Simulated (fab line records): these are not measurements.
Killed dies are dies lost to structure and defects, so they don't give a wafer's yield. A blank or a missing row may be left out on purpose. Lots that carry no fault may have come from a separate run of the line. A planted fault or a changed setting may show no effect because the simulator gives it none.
Matching of chambers | flow sky130 | 4 sister chambers for SKY_POLY_GATE_ETCH_17 on rie-si-01
The step etches poly-Si in HBr/Cl2, stops on SiO2, target depth 180 nm, time 70.5 s. 14 wafers are shown with their chamber, then 6 later ones without.

WAFERS WITH THEIR CHAMBER
wafer  | chamber | drypump-motor-current-A (A) | he-backside-leak-sccm (sccm) | run-length-s (s)
L912.2 | 0       | 4.9                         | 2.5                          | 99.3
L912.3 | 1       | 5.7                         | 2.7                          | 99.5
L912.5 | 1       | 5.6                         | 2.9                          | 99.7
L913.2 | 2       | 5.9                         | 2.4                          | 98.8
L913.3 | 1       | 5.7                         | 2.7                          | 99.5
L913.6 | 0       | 4.9                         | 2.5                          | 98.5
L916.2 | 3       | 5.6                         | 2.4                          | 98.9
L916.4 | 0       | 4.9                         | 2.6                          | 99.2
L916.6 | 3       | 5.6                         | 2.4                          | 99.0
L918.1 | 0       | 4.9                         | 2.4                          | 98.5
L918.5 | 2       | 5.8                         | 2.4                          | 99.2
L918.6 | 3       | 5.6                         | 2.4                          | 99.0
L925.1 | 0       | 4.9                         | 2.4                          | 98.6
L925.4 | 1       | 5.6                         | 2.9                          | 100.0

SIGNATURES, as means of the wafers listed above
reading                 | chamber 0 | chamber 1 | chamber 2 | chamber 3 | scatter within a chamber
drypump-motor-current-A | 4.900     | 5.650     | 5.850     | 5.600     | 0.0387
he-backside-leak-sccm   | 2.480     | 2.800     | 2.400     | 2.400     | 0.0825
run-length-s            | 98.820    | 99.675    | 99.000    | 98.967    | 0.297
Rule: for each reading, subtract the chamber's mean from the wafer's reading, divide by that reading's scatter and square the result; add these up over the readings and take the root, which gives the wafer's distance from the chamber. If the next closest chamber is less than 2 further off than the closest, the wafer can't be placed; otherwise it belongs to the closest. The scatter: take each reading less its chamber's mean, square it, sum over the shown wafers, divide by the number of wafers less the number of chambers, and take the root.

WAFERS WITHOUT THEIR CHAMBER
wafer  | drypump-motor-current-A (A) | he-backside-leak-sccm (sccm) | run-length-s (s)
L931.1 | 4.9                         | 2.6                          | 98.5
L931.2 | 5.6                         | 2.4                          | 99.0
L931.6 | 5.6                         | 2.4                          | 98.9
L933.1 | 5.7                         | 2.6                          | 99.4
L933.4 | 4.9                         | 2.5                          | 98.7
L933.6 | 5.9                         | 2.3                          | 98.6

WHICH CHAMBER EACH WENT THROUGH
wafer  | from the rows above          | in truth
L931.1 | 0                            | 0
L931.2 | 3                            | 3
L931.6 | 3                            | 3
L933.1 | can't be placed: 1 or 3 or 2 | 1
L933.4 | 0                            | 0
L933.6 | 2                            | 2
Correct placement for 5 of the 6. These rows do not allow placing 1 (true chamber among the candidates in 1). Number placed wrongly: 0.
